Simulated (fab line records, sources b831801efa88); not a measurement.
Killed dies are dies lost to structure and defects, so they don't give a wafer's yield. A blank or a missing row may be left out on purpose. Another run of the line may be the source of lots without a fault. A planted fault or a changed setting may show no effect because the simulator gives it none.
fab line records ; flow sky130
[record] lots = 13; wafers = 39; lastDay = 50
route steps=708 shown RES_XHIGH@341 SD_N@349 SD_P@359 LI_CONTACT@363 PAD_OPEN@708
lots that met no fault: from a run of the same line without faults
startH: the number of hours between the record's first day and the start of the first shown wafer of the lot ; waitH: hours from the lot's prior step to this one ; " unchanged from the row above ; L1.1+2: one row covering several wafers at once ; - either no value or no given start ; * or withheld: withheld ; < > ~ a bound
route shown NAME@n: names a module that has steps shown in the file, with the first one's number in the route ; usual: the fault-free wafers' mean and standard deviation ; same: alike in all rows ; chamber/n: place in a boat ; sites: each site's reading ; _std_site: standard deviation of those values ; _edge_site: inner sites' mean taken away from outer sites' mean ; radiusMm: how far each site lies from the wafer's centre ; mask NAME#n: copy n ; behind: the tool/chamber that last shaped the wafer ; hold: why the lot was held/for how many hours/how that ended ; device: the transistor (n, p or np) that didn't switch ; end of line: tests run on the same wafers once the route is complete ; a step with no rows: only its recipe ; killed: the dies lost at the first sort to structure and to defects; this is not the yield of the wafer ; map: a wafer's dies, x killed, . not, _ none there
set.NAME: the run value of the setting; set.NAME@STEP: its run value at that earlier step ; model.NAME: the simulator's own value behind a step, which no gauge read
a sample of lots followed through the steps of the route, with each step as a table and each wafer as a row
[[steps]]
[step SKY_RES_XHIGH_TW_MEAS_09]
[usual] RES_XHIGH_TW = 1643/9.8
lot.wafer;tool;chamber;startH;waitH;RES_XHIGH_TW
L104.1;filmMetro-02;-;621.93;0.1;1634
L104.4;filmMetro-02;-;621.93;0.1;1634
L104.6;filmMetro-02;-;621.93;0.1;1631
L106.1;filmMetro-02;-;636.43;0.1;1642
L106.2;filmMetro-02;-;636.43;0.1;1645
L106.6;filmMetro-02;-;636.43;0.1;1624
L108.1;filmMetro-02;-;656.53;0.1;1634
L108.5;filmMetro-02;-;656.53;0.1;1636
L108.6;filmMetro-02;-;656.53;0.1;1644
L109.2;filmMetro-03;-;661.34;0.1;1643
L109.3;filmMetro-03;-;661.34;0.1;1630
L109.4;filmMetro-03;-;661.34;0.1;1641
L110.1;filmMetro-03;-;669.48;0.1;1637
L110.2;filmMetro-03;-;669.48;0.1;1640
L110.5;filmMetro-03;-;669.48;0.1;1632
L115.2;filmMetro-03;-;712.37;0.1;1642
L115.4;filmMetro-03;-;712.37;0.1;1639
L115.5;filmMetro-03;-;712.37;0.1;1642
L116.1;filmMetro-02;-;719.88;0.1;1645
L116.3;filmMetro-02;-;719.88;0.1;1650
L116.4;filmMetro-02;-;719.88;0.1;1639
L118.3;filmMetro-03;-;732.90;0.1;1644
L118.5;filmMetro-03;-;732.90;0.1;1640
L118.6;filmMetro-03;-;732.90;0.1;1631
L119.4;filmMetro-02;-;742.74;0.1;1644
L119.5;filmMetro-02;-;742.74;0.1;1649
L119.6;filmMetro-02;-;742.74;0.1;1650
L121.4;filmMetro-03;-;759.61;0.1;1635
L121.5;filmMetro-03;-;759.61;0.1;1637
L121.6;filmMetro-03;-;759.61;0.1;1635
L123.2;filmMetro-02;-;771.57;0.1;1642
L123.3;filmMetro-02;-;771.57;0.1;1647
L123.5;filmMetro-02;-;771.57;0.1;1639
L125.1;filmMetro-03;-;786.58;0.1;1626
L125.2;filmMetro-03;-;786.58;0.1;1625
L125.5;filmMetro-03;-;786.58;0.1;1633
L127.2;filmMetro-04;-;806.94;0.1;1657
L127.3;filmMetro-04;-;806.94;0.1;1645
L127.4;filmMetro-04;-;806.94;0.1;1654
[step SKY_SD_N_CD_MEAS_07]
[recipe] targetCdNm = 380
[usual] cdNm = 378.5/2.8
lot.wafer;tool;chamber;startH;waitH;cdNm
L104.1;cdSem-01;-;650.58;0.1;380.7
L104.4;cdSem-01;-;650.58;0.1;381.9
L104.6;cdSem-01;-;650.58;0.1;384.4
L106.1;cdSem-02;-;665.27;0.1;380.6
L106.2;cdSem-02;-;665.27;0.1;381.0
L106.6;cdSem-02;-;665.27;0.1;382.5
L108.1;cdSem-01;-;684.73;0.1;380.4
L108.5;cdSem-01;-;684.73;0.1;378.7
L108.6;cdSem-01;-;684.73;0.1;383.4
L109.2;cdSem-02;-;689.05;0.1;375.8
L109.3;cdSem-02;-;689.05;0.1;378.0
L109.4;cdSem-02;-;689.05;0.1;379.8
L110.1;cdSem-02;-;697.27;0.1;376.5
L110.2;cdSem-02;-;697.27;0.1;376.5
L110.5;cdSem-02;-;697.27;0.1;376.4
L115.2;cdSem-02;-;739.50;0.1;382.0
L115.4;cdSem-02;-;739.50;0.1;379.4
L115.5;cdSem-02;-;739.50;0.1;381.9
L116.1;cdSem-02;-;746.76;0.1;376.4
L116.3;cdSem-02;-;746.76;0.1;378.5
L116.4;cdSem-02;-;746.76;0.1;376.4
L118.3;cdSem-01;-;760.20;0.1;377.3
L118.5;cdSem-01;-;760.20;0.1;378.6
L118.6;cdSem-01;-;760.20;0.1;375.7
L119.4;cdSem-02;-;769.95;0.1;373.7
L119.5;cdSem-02;-;769.95;0.1;375.3
L119.6;cdSem-02;-;769.95;0.1;372.4
L121.4;cdSem-02;-;786.60;0.1;376.3
L121.5;cdSem-02;-;786.60;0.1;373.5
L121.6;cdSem-02;-;786.60;0.1;373.8
L123.2;cdSem-01;-;797.89;0.1;375.3
L123.3;cdSem-01;-;797.89;0.1;378.7
L123.5;cdSem-01;-;797.89;0.1;379.2
L125.1;cdSem-02;-;812.59;0.1;380.2
L125.2;cdSem-02;-;812.59;0.1;378.5
L125.5;cdSem-02;-;812.59;0.1;378.3
L127.2;cdSem-01;-;833.46;0.1;382.7
L127.3;cdSem-01;-;833.46;0.1;379.7
L127.4;cdSem-01;-;833.46;0.1;380.0
[step SKY_SD_N_RTA_14]
[recipe] tempC = 1075; timeS = 2; idleTempC = 650; rampUpCPerS = 150; rampDownCPerS = 90; ambient = N2
[usual] lampPowerPct = 15.73/0.052; wafer_temp_C_max = 1078.0/1.2
lot.wafer;tool;chamber;startH;waitH;lampPowerPct;wafer_temp_C_max
L104.1;rtpAnneal-02;0;651.25;0.0;15.70;1077.9
L104.4;rtpAnneal-02;0;651.25;0.0;15.71;1078.3
L104.6;rtpAnneal-02;0;651.25;0.0;15.67;1078.8
L106.1;rtpAnneal-01;0;665.94;0.0;15.72;1078.1
L106.2;rtpAnneal-01;0;665.94;0.0;15.70;1077.4
L106.6;rtpAnneal-01;0;665.94;0.0;15.74;1077.6
L108.1;rtpAnneal-01;0;685.40;0.0;15.74;1077.6
L108.5;rtpAnneal-01;0;685.40;0.0;15.74;1080.5
L108.6;rtpAnneal-01;0;685.40;0.0;15.80;1078.0
L109.2;rtpAnneal-02;0;689.71;0.0;15.80;1079.4
L109.3;rtpAnneal-02;0;689.71;0.0;15.77;1078.0
L109.4;rtpAnneal-02;0;689.71;0.0;15.78;1077.1
L110.1;rtpAnneal-01;0;697.94;0.0;15.77;1077.8
L110.2;rtpAnneal-01;0;697.94;0.0;15.73;1076.7
L110.5;rtpAnneal-01;0;697.94;0.0;15.79;1079.6
L115.2;rtpAnneal-02;0;740.17;0.0;15.76;1078.0
L115.4;rtpAnneal-02;0;740.17;0.0;15.77;1077.0
L115.5;rtpAnneal-02;0;740.17;0.0;15.86;1076.8
L116.1;rtpAnneal-01;0;747.44;0.0;15.15;1078.7
L116.3;rtpAnneal-01;0;747.44;0.0;15.07;1080.5
L116.4;rtpAnneal-01;0;747.44;0.0;15.09;1078.2
L118.3;rtpAnneal-01;0;760.85;0.0;15.12;1076.1
L118.5;rtpAnneal-01;0;760.85;0.0;15.08;1077.3
L118.6;rtpAnneal-01;0;760.85;0.0;15.18;1080.7
L119.4;rtpAnneal-02;0;770.58;0.0;15.81;1077.7
L119.5;rtpAnneal-02;0;770.58;0.0;15.74;1078.5
L119.6;rtpAnneal-02;0;770.58;0.0;15.69;1078.5
L121.4;rtpAnneal-02;0;787.23;0.0;15.66;1078.6
L121.5;rtpAnneal-02;0;787.23;0.0;15.67;1079.4
L121.6;rtpAnneal-02;0;787.23;0.0;15.74;1079.0
L123.2;rtpAnneal-02;0;798.55;0.0;15.69;1079.3
L123.3;rtpAnneal-02;0;798.55;0.0;15.84;1075.5
L123.5;rtpAnneal-02;0;798.55;0.0;15.72;1079.0
L125.1;rtpAnneal-02;0;813.25;0.0;15.70;1077.3
L125.2;rtpAnneal-02;0;813.25;0.0;15.75;1077.7
L125.5;rtpAnneal-02;0;813.25;0.0;15.74;1076.5
L127.2;rtpAnneal-02;0;834.12;0.0;15.72;1078.9
L127.3;rtpAnneal-02;0;834.12;0.0;15.72;1078.9
L127.4;rtpAnneal-02;0;834.12;0.0;15.74;1079.3
[step SKY_SD_N_RS_MEAS_16]
[recipe] thkMeasGauge = four-point-probe
[usual] SD_N_RS = 68.63/0.11
lot.wafer;tool;chamber;startH;waitH;SD_N_RS[ohm/sq]
L104.1;filmMetro-02;-;651.43;0.1;68.62
L104.4;filmMetro-02;-;651.43;0.1;68.66
L104.6;filmMetro-02;-;651.43;0.1;68.63
L106.1;filmMetro-04;-;666.11;0.1;68.66
L106.2;filmMetro-04;-;666.11;0.1;68.58
L106.6;filmMetro-04;-;666.11;0.1;68.53
L108.1;filmMetro-03;-;685.57;0.1;68.82
L108.5;filmMetro-03;-;685.57;0.1;68.58
L108.6;filmMetro-03;-;685.57;0.1;68.70
L109.2;filmMetro-04;-;689.89;0.1;68.50
L109.3;filmMetro-04;-;689.89;0.1;68.50
L109.4;filmMetro-04;-;689.89;0.1;68.51
L110.1;filmMetro-02;-;698.11;0.1;68.76
L110.2;filmMetro-02;-;698.11;0.1;68.60
L110.5;filmMetro-02;-;698.11;0.1;68.70
L115.2;filmMetro-03;-;740.40;0.1;68.66
L115.4;filmMetro-03;-;740.40;0.1;68.73
L115.5;filmMetro-03;-;740.40;0.1;68.66
L116.1;filmMetro-04;-;747.61;0.1;71.58
L116.3;filmMetro-04;-;747.61;0.1;71.50
L116.4;filmMetro-04;-;747.61;0.1;71.49
L118.3;filmMetro-02;-;761.04;0.1;71.42
L118.5;filmMetro-02;-;761.04;0.1;71.33
L118.6;filmMetro-02;-;761.04;0.1;71.39
L119.4;filmMetro-02;-;770.78;0.1;68.66
L119.5;filmMetro-02;-;770.78;0.1;68.72
L119.6;filmMetro-02;-;770.78;0.1;68.73
L121.4;filmMetro-03;-;787.43;0.1;68.80
L121.5;filmMetro-03;-;787.43;0.1;68.68
L121.6;filmMetro-03;-;787.43;0.1;68.78
L123.2;filmMetro-03;-;798.73;0.1;68.63
L123.3;filmMetro-03;-;798.73;0.1;68.79
L123.5;filmMetro-03;-;798.73;0.1;68.76
L125.1;filmMetro-04;-;813.42;0.1;68.68
L125.2;filmMetro-04;-;813.42;0.1;68.58
L125.5;filmMetro-04;-;813.42;0.1;68.49
L127.2;filmMetro-02;-;834.30;0.1;68.58
L127.3;filmMetro-02;-;834.30;0.1;68.65
L127.4;filmMetro-02;-;834.30;0.1;68.64
[step SKY_SD_N_RS_MEAS_17]
[recipe] thkMeasGauge = four-point-probe
[usual] SD_P_RS = 147.5/0.37
lot.wafer;tool;chamber;startH;waitH;SD_P_RS[ohm/sq]
L104.1;filmMetro-02;-;651.55;0.1;147.5
L104.4;filmMetro-02;-;651.55;0.1;147.5
L104.6;filmMetro-02;-;651.55;0.1;147.6
L106.1;filmMetro-04;-;666.23;0.1;147.5
L106.2;filmMetro-04;-;666.23;0.1;147.6
L106.6;filmMetro-04;-;666.23;0.1;147.2
L108.1;filmMetro-03;-;685.69;0.1;147.8
L108.5;filmMetro-03;-;685.69;0.1;147.7
L108.6;filmMetro-03;-;685.69;0.1;147.5
L109.2;filmMetro-04;-;690.01;0.1;147.2
L109.3;filmMetro-04;-;690.01;0.1;146.6
L109.4;filmMetro-04;-;690.01;0.1;146.7
L110.1;filmMetro-02;-;698.23;0.1;148.0
L110.2;filmMetro-02;-;698.23;0.1;147.7
L110.5;filmMetro-02;-;698.23;0.1;148.0
L115.2;filmMetro-03;-;740.52;0.1;147.5
L115.4;filmMetro-03;-;740.52;0.1;147.4
L115.5;filmMetro-03;-;740.52;0.1;147.7
L116.1;filmMetro-04;-;747.73;0.1;164.6
L116.3;filmMetro-04;-;747.73;0.1;164.0
L116.4;filmMetro-04;-;747.73;0.1;163.9
L118.3;filmMetro-02;-;761.16;0.1;163.6
L118.5;filmMetro-02;-;761.16;0.1;163.5
L118.6;filmMetro-02;-;761.16;0.1;163.4
L119.4;filmMetro-02;-;770.90;0.1;147.4
L119.5;filmMetro-02;-;770.90;0.1;147.8
L119.6;filmMetro-02;-;770.90;0.1;147.8
L121.4;filmMetro-03;-;787.55;0.1;148.3
L121.5;filmMetro-03;-;787.55;0.1;147.7
L121.6;filmMetro-03;-;787.55;0.1;148.0
L123.2;filmMetro-03;-;798.85;0.1;147.9
L123.3;filmMetro-03;-;798.85;0.1;147.8
L123.5;filmMetro-03;-;798.85;0.1;147.7
L125.1;filmMetro-04;-;813.54;0.1;147.3
L125.2;filmMetro-04;-;813.54;0.1;147.7
L125.5;filmMetro-04;-;813.54;0.1;147.2
L127.2;filmMetro-02;-;834.42;0.1;147.7
L127.3;filmMetro-02;-;834.42;0.1;147.3
L127.4;filmMetro-02;-;834.42;0.1;147.7
[step SKY_LI_CONTACT_THK_MEAS_01]
[recipe] reads = PSG_of_LI_CONTACT_HDPCVD_00
[usual] LI_CONTACT_HDPCVD_THK = 925/9.7
lot.wafer;tool;chamber;startH;waitH;LI_CONTACT_HDPCVD_THK[nm]
L104.1;filmMetro-02;-;651.96;0.1;940
L104.4;filmMetro-02;-;651.96;0.1;934
L104.6;filmMetro-02;-;651.96;0.1;936
L106.1;filmMetro-03;-;666.59;0.1;918
L106.2;filmMetro-03;-;666.59;0.1;931
L106.6;filmMetro-03;-;666.59;0.1;918
L108.1;filmMetro-04;-;686.05;0.1;929
L108.5;filmMetro-04;-;686.05;0.1;933
L108.6;filmMetro-04;-;686.05;0.1;917
L109.2;filmMetro-04;-;690.36;0.1;930
L109.3;filmMetro-04;-;690.36;0.1;926
L109.4;filmMetro-04;-;690.36;0.1;928
L110.1;filmMetro-04;-;698.59;0.1;924
L110.2;filmMetro-04;-;698.59;0.1;929
L110.5;filmMetro-04;-;698.59;0.1;928
L115.2;filmMetro-03;-;740.90;0.1;926
L115.4;filmMetro-03;-;740.90;0.1;920
L115.5;filmMetro-03;-;740.90;0.1;933
L116.1;filmMetro-03;-;748.09;0.1;914
L116.3;filmMetro-03;-;748.09;0.1;921
L116.4;filmMetro-03;-;748.09;0.1;924
L118.3;filmMetro-04;-;761.54;0.1;924
L118.5;filmMetro-04;-;761.54;0.1;930
L118.6;filmMetro-04;-;761.54;0.1;914
L119.4;filmMetro-04;-;771.23;0.0;921
L119.5;filmMetro-04;-;771.23;0.0;933
L119.6;filmMetro-04;-;771.23;0.0;945
L121.4;filmMetro-04;-;787.88;0.0;920
L121.5;filmMetro-04;-;787.88;0.0;937
L121.6;filmMetro-04;-;787.88;0.0;918
L123.2;filmMetro-03;-;799.20;0.1;916
L123.3;filmMetro-03;-;799.20;0.1;912
L123.5;filmMetro-03;-;799.20;0.1;930
L125.1;filmMetro-03;-;813.91;0.1;928
L125.2;filmMetro-03;-;813.91;0.1;924
L125.5;filmMetro-03;-;813.91;0.1;939
L127.2;filmMetro-03;-;834.77;0.1;928
L127.3;filmMetro-03;-;834.77;0.1;921
L127.4;filmMetro-03;-;834.77;0.1;929
[step SKY_PAD_OPEN_PROBE_99]
[usual] killed_at_M0_to_M3 = 42/7.2; killed_at_M4_up = 3.4/2.1; killedAtContacts = 24/5.4; killedAtFrontEnd = 15/4; killedAtOther = 0.3/0.53; killedDies = 85/8.8; killedOpen = 47/6.7; killedShort = 38/6.5
[same] grossDies = 492; killedAtBackSide = 0
lot.wafer;tool;chamber;startH;waitH;killed_at_M0_to_M3;killed_at_M4_up;killedAtContacts;killedAtFrontEnd;killedAtOther;killedDies;killedOpen;killedShort
L108.1;prober-02;-;1105.50;0.1;39;0;19;17;0;75;37;38
L108.5;prober-02;-;1105.70;0.2;36;1;22;17;1;77;37;40
L108.6;prober-02;-;1105.75;0.2;42;3;16;10;0;71;43;28
L115.2;prober-01;-;1143.00;0.1;44;5;24;6;0;79;41;38
L115.4;prober-01;-;1143.10;0.2;35;3;32;11;0;81;45;36
L115.5;prober-01;-;1143.15;0.2;53;3;31;10;0;97;54;43
L116.1;prober-02;-;1149.30;0.1;51;1;18;16;1;87;37;49
L116.3;prober-02;-;1149.40;0.2;55;6;17;9;0;87;38;49
L116.4;prober-02;-;1149.45;0.2;45;0;31;15;1;92;58;32
L118.3;prober-02;-;1161.26;0.2;48;2;24;14;1;89;48;39
L118.5;prober-02;-;1161.36;0.2;36;1;31;16;0;84;43;40
L118.6;prober-02;-;1161.41;0.2;37;3;18;14;0;72;39;33
L121.4;prober-01;-;1176.63;0.2;35;13;27;11;1;87;46;41
L121.5;prober-01;-;1176.68;0.2;38;2;15;15;0;70;29;41
L121.6;prober-01;-;1176.73;0.2;42;3;23;17;0;85;47;36
L123.2;prober-02;-;1181.80;0.1;51;1;26;18;0;96;53;43
L123.3;prober-02;-;1181.85;0.2;39;6;19;13;0;77;46;31
L123.5;prober-02;-;1181.95;0.2;42;2;29;17;1;91;58;32
L125.1;prober-02;-;1193.04;0.1;27;4;30;13;0;74;46;28
L125.2;prober-02;-;1193.09;0.1;56;4;25;14;0;99;58;41
L125.5;prober-02;-;1193.24;0.2;47;4;22;18;0;91;57;34
// killed by level:class
L108.1 METAL1:geometricParticle:short=8 VIA1:geometricParticle:open=8 METAL2:geometricParticle:short=7 LI_CONTACT:geometricParticle:open=6 CONTACT:geometricParticle:short=6 POLY_GATE:geometricParticle:open=5 CONTACT:geometricParticle:open=4 POLY_GATE:geometricParticle:short=3
L108.5 METAL1:geometricParticle:short=9 VIA1:geometricParticle:open=7 VIA3:geometricParticle:open=7 LI_CONTACT:geometricParticle:open=6 CONTACT:geometricParticle:open=6 FIELD_ISO:geometricParticle:open=5 FIELD_ISO:geometricParticle:short=4 POLY_GATE:geometricParticle:short=4
L108.6 VIA1:geometricParticle:open=8 LI_CONTACT:geometricParticle:open=7 VIA2:geometricParticle:open=7 METAL2:geometricParticle:short=6 CONTACT:geometricParticle:open=5 VIA3:geometricParticle:open=5 METAL1:geometricParticle:short=5 VIA3:geometricParticle:short=4
L115.2 METAL2:geometricParticle:short=8 VIA1:geometricParticle:open=8 VIA2:geometricParticle:open=8 LI_CONTACT:geometricParticle:open=7 VIA1:geometricParticle:short=7 CONTACT:geometricParticle:short=6 CONTACT:geometricParticle:open=5 VIA3:geometricParticle:open=5
L115.4 CONTACT:geometricParticle:open=11 VIA1:geometricParticle:open=8 LI_CONTACT:geometricParticle:open=7 LOCAL_INTERCONNECT:geometricParticle:short=7 CONTACT:geometricParticle:short=6 VIA2:geometricParticle:open=6 METAL2:geometricParticle:short=5 VIA3:geometricParticle:open=4
L115.5 LI_CONTACT:geometricParticle:open=11 VIA1:geometricParticle:open=11 VIA3:geometricParticle:open=10 CONTACT:geometricParticle:open=9 METAL2:geometricParticle:short=8 VIA2:geometricParticle:open=6 METAL1:geometricParticle:short=5 VIA1:geometricParticle:short=5
L116.1 METAL1:geometricParticle:short=11 METAL2:geometricParticle:short=9 VIA1:geometricParticle:open=7 VIA3:geometricParticle:open=7 CONTACT:geometricParticle:short=5 VIA3:geometricParticle:short=5 VIA1:geometricParticle:short=4 CONTACT:geometricParticle:open=4
L116.3 METAL1:geometricParticle:short=16 VIA1:geometricParticle:open=11 CONTACT:geometricParticle:open=9 VIA1:geometricParticle:short=7 CONTACT:geometricParticle:short=5 METAL4:geometricParticle:short=5 METAL3:geometricParticle:short=4 VIA3:geometricParticle:open=4
L116.4 VIA1:geometricParticle:open=13 CONTACT:geometricParticle:open=12 METAL1:geometricParticle:short=8 LI_CONTACT:geometricParticle:open=7 POLY_GATE:geometricParticle:open=5 VIA2:geometricParticle:open=5 VIA3:geometricParticle:open=5 LOCAL_INTERCONNECT:geometricParticle:short=4
L118.3 VIA1:geometricParticle:open=9 CONTACT:geometricParticle:open=8 LI_CONTACT:geometricParticle:open=7 METAL2:geometricParticle:short=7 VIA3:geometricParticle:open=7 VIA1:geometricParticle:short=6 METAL3:geometricParticle:short=5 POLY_GATE:geometricParticle:open=4
L118.5 LI_CONTACT:geometricParticle:open=13 CONTACT:geometricParticle:short=8 VIA3:geometricParticle:open=7 VIA1:geometricParticle:open=6 FIELD_ISO:geometricParticle:short=5 VIA1:geometricParticle:short=5 METAL1:geometricParticle:open=4 METAL2:geometricParticle:short=4
L118.6 VIA1:geometricParticle:open=8 CONTACT:geometricParticle:open=6 VIA1:geometricParticle:short=6 VIA3:geometricParticle:open=6 VIA2:geometricParticle:open=5 LI_CONTACT:geometricParticle:short=4 METAL1:geometricParticle:open=4 FIELD_ISO:geometricParticle:open=3
L121.4 VIA1:geometricParticle:open=10 CONTACT:geometricParticle:open=9 METAL4:geometricParticle:short=8 VIA2:geometricParticle:open=7 LI_CONTACT:geometricParticle:open=6 METAL2:geometricParticle:short=6 LOCAL_INTERCONNECT:geometricParticle:short=5 VIA1:geometricParticle:short=5
L121.5 VIA3:geometricParticle:short=8 FIELD_ISO:geometricParticle:short=7 VIA1:geometricParticle:open=7 CONTACT:geometricParticle:short=5 VIA3:geometricParticle:open=5 POLY_GATE:geometricParticle:short=4 METAL1:geometricParticle:short=4 VIA2:geometricParticle:open=4
L121.6 VIA1:geometricParticle:open=13 CONTACT:geometricParticle:open=9 FIELD_ISO:geometricParticle:short=7 LI_CONTACT:geometricParticle:open=7 VIA2:geometricParticle:open=6 METAL1:geometricParticle:short=5 LOCAL_INTERCONNECT:geometricParticle:short=4 VIA3:geometricParticle:short=4
L123.2 VIA1:geometricParticle:open=11 CONTACT:geometricParticle:open=10 CONTACT:geometricParticle:short=8 VIA2:geometricParticle:open=8 VIA3:geometricParticle:short=8 VIA2:geometricParticle:short=7 POLY_GATE:geometricParticle:open=5 VIA1:geometricParticle:short=5
L123.3 VIA1:geometricParticle:open=15 VIA2:geometricParticle:open=6 CONTACT:geometricParticle:open=6 FIELD_ISO:geometricParticle:open=4 CONTACT:geometricParticle:short=4 METAL2:geometricParticle:short=4 METAL4:geometricParticle:short=4 FIELD_ISO:geometricParticle:short=3
L123.5 CONTACT:geometricParticle:open=14 VIA2:geometricParticle:open=13 LI_CONTACT:geometricParticle:open=7 VIA3:geometricParticle:open=6 VIA1:geometricParticle:short=5 VIA1:geometricParticle:open=5 FIELD_ISO:geometricParticle:short=4 FIELD_ISO:geometricParticle:open=4
L125.1 LI_CONTACT:geometricParticle:open=10 CONTACT:geometricParticle:open=6 VIA1:geometricParticle:open=6 FIELD_ISO:geometricParticle:open=5 POLY_GATE:geometricParticle:open=5 LOCAL_INTERCONNECT:geometricParticle:short=5 VIA1:geometricParticle:short=5 CONTACT:geometricParticle:short=4
L125.2 CONTACT:geometricParticle:open=12 VIA1:geometricParticle:open=10 VIA1:geometricParticle:short=9 VIA3:geometricParticle:open=8 LI_CONTACT:geometricParticle:open=7 METAL2:geometricParticle:short=7 VIA2:geometricParticle:open=6 METAL3:geometricParticle:short=6
L125.5 VIA1:geometricParticle:open=16 LI_CONTACT:geometricParticle:open=8 CONTACT:geometricParticle:open=8 FIELD_ISO:geometricParticle:open=6 METAL1:geometricParticle:short=5 METAL2:geometricParticle:short=5 VIA2:geometricParticle:open=5 VIA3:geometricParticle:open=5
[[key]]
[firstSign] step = SKY_SD_N_RTA_14; reading = lampPowerPct; direction = down; sigmas = 12; usual = 15.73; struck = 15.12
[effect] step = SKY_SD_N_RS_MEAS_16; reading = SD_N_RS; direction = up; sigmas = 26; usual = 68.63; struck = 71.45
[effect] step = SKY_SD_N_RS_MEAS_17; reading = SD_P_RS; direction = up; sigmas = 45; usual = 147.5; struck = 163.8
metAt SKY_SD_N_RTA_14
struckLots L116,L118
testerLeftOut L116,L118
notActingAt SKY_RES_XHIGH_TW_MEAS_09,SKY_SD_N_CD_MEAS_07,SKY_LI_CONTACT_THK_MEAS_01
onsetBetween 697.94 747.44
[fault] kind = processParameterDrift; tool = rtpAnneal-01; chamber = -; onsetH = 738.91; steps = SKY_SD_N_RTA_14; channel = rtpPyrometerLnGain; offset = 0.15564; shape = step; endH = 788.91
// testerLeftOut: of these lots the tester's yield and bins aren't shown, on N5 and GAA mostly nor the transistor test; their killed dies are dies lost to structure and defects alone, not to doping, threshold or leakage, so they don't give the yield
